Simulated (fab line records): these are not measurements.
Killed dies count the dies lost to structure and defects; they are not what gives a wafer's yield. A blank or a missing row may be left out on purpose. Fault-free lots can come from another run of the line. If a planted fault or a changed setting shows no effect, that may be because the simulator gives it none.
Code-filled problem report in 8D (eight disciplines) form -- flow gf180mcu -- the parts of the form that need people (team, actions taken, sign-off) are left out

== 1. WHAT IS WRONG ==
Mean of overpolishRunS at GF_V1_CMP_26: 0.037 s across 3 wafers in 2 lots; on wafers with no fault it is 15.000 s (standard deviation 0.0087). That is -99 or more standard deviations from the usual mean.
The step: polishes, stops on SiO2, t overpolish 15 s, target thk 0 nm.
Seen first at day 23 17:56 on cmp-01, wafer L720.1. At this step, 39 wafers from 13 lots have a number in the record. Rule for "out" (also "out of limits"): further than 4 standard deviations from the usual mean. Any other wafer with a number is counted as sound.

== 2. WHAT IT IS, AND WHAT IT ISN'T ==
question,is,is not
which readings at this step,"overpolishRunS, timeToEndpointS",motorCurrentA
which lots,"L720, L721","L706, L707, L708, L710, L712, L715, L719, L722, L723, L724, L726"
which wafers of those lots,"L720.1, L720.3, L721.3","L720.2, L721.2, L721.5"
read on which tools,cmp-01,cmp-02
when,from day 23 17:56,"up to then (22 sound wafers); but 14 sound wafers of L721, L722, L723, L724, L726 came after"

== 3. THE SUSPECTS, EACH WITH WHAT RULES IT OUT ==
Counting: if a tool at a process step up to the reading ran every lot that is out, it stays a suspect. Sound lots after the first of them don't rule it out here, since some wafers of a struck lot are sound.
- pvdSputter-03 at GF_V1_SPUTTER_21 (material Ti, target thk 15 nm, time 80.02 s): kept. Ran every lot that is out, first one L720 (day 23 17:32); last sound lot up to then L710 (day 20 05:04).
- cmp-01 at GF_V1_CMP_26 (polishes, stops on SiO2, t overpolish 15 s, target thk 0 nm): kept. Ran every lot that is out, first one L720 (day 23 17:56); last sound lot up to then L719 (day 23 12:43). Its own readings are out on those wafers: overpolishRunS, timeToEndpointS.
After counting, pvdSputter-03 at GF_V1_SPUTTER_21 and cmp-01 at GF_V1_CMP_26 remain.

== 4. THE CAUSE (what the simulator had put in) ==
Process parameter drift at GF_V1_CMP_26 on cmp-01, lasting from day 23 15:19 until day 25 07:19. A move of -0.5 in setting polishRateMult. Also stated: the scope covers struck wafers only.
2 suspects survive the count, and this tool is in that group.

== 5. THE EFFECT CHAIN, in route order ==
Rows list readings where the struck wafers' mean (over those with a number) sits beyond 3 standard deviations from the usual. Only readings whose record carries a usual standard deviation are examined. hours: median over the lots of the time between each lot's start at the first step of this table that gives one and its start at this step. sigmas: the change, counted in usual standard deviations.
hours,step,reading,usual,on struck wafers,change,sigmas
0,GF_V1_CMP_26,overpolishRunS,15.000 s,0.037,-14.963,-99 or more
0,GF_V1_CMP_26,timeToEndpointS,84 s,132,+48,+12
225,GF_PASSIVATION_PROBE_99,defectLimitedYield,90.1 %,0.0,-90.1,-64
225,GF_PASSIVATION_PROBE_99,killed_at_M0_to_M3,21,465,+444,+92
225,GF_PASSIVATION_PROBE_99,killedDies,49,492,+443,+63
225,GF_PASSIVATION_PROBE_99,killedOnRim,9.7,96.0,+86.3,+29
225,GF_PASSIVATION_PROBE_99,sort_bin_3_pad_short,0.44 %,91.33,+90.89,+99 or more
225,GF_PASSIVATION_PROBE_99,sortNPass,443,0,-443,-63
225,GF_PASSIVATION_PROBE_99,sortYieldPct,90.1 %,0.0,-90.1,-64
Its process steps:
- GF_V1_CMP_26: polishes, stops on SiO2, t overpolish 15 s, target thk 0 nm.
- GF_PASSIVATION_PROBE_99

== 6. HOW IT WOULD HAVE BEEN CAUGHT EARLIER ==
3 hours passed between the start of the fault at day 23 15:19 and the first reading out of limits in this record, taken at day 23 17:56.
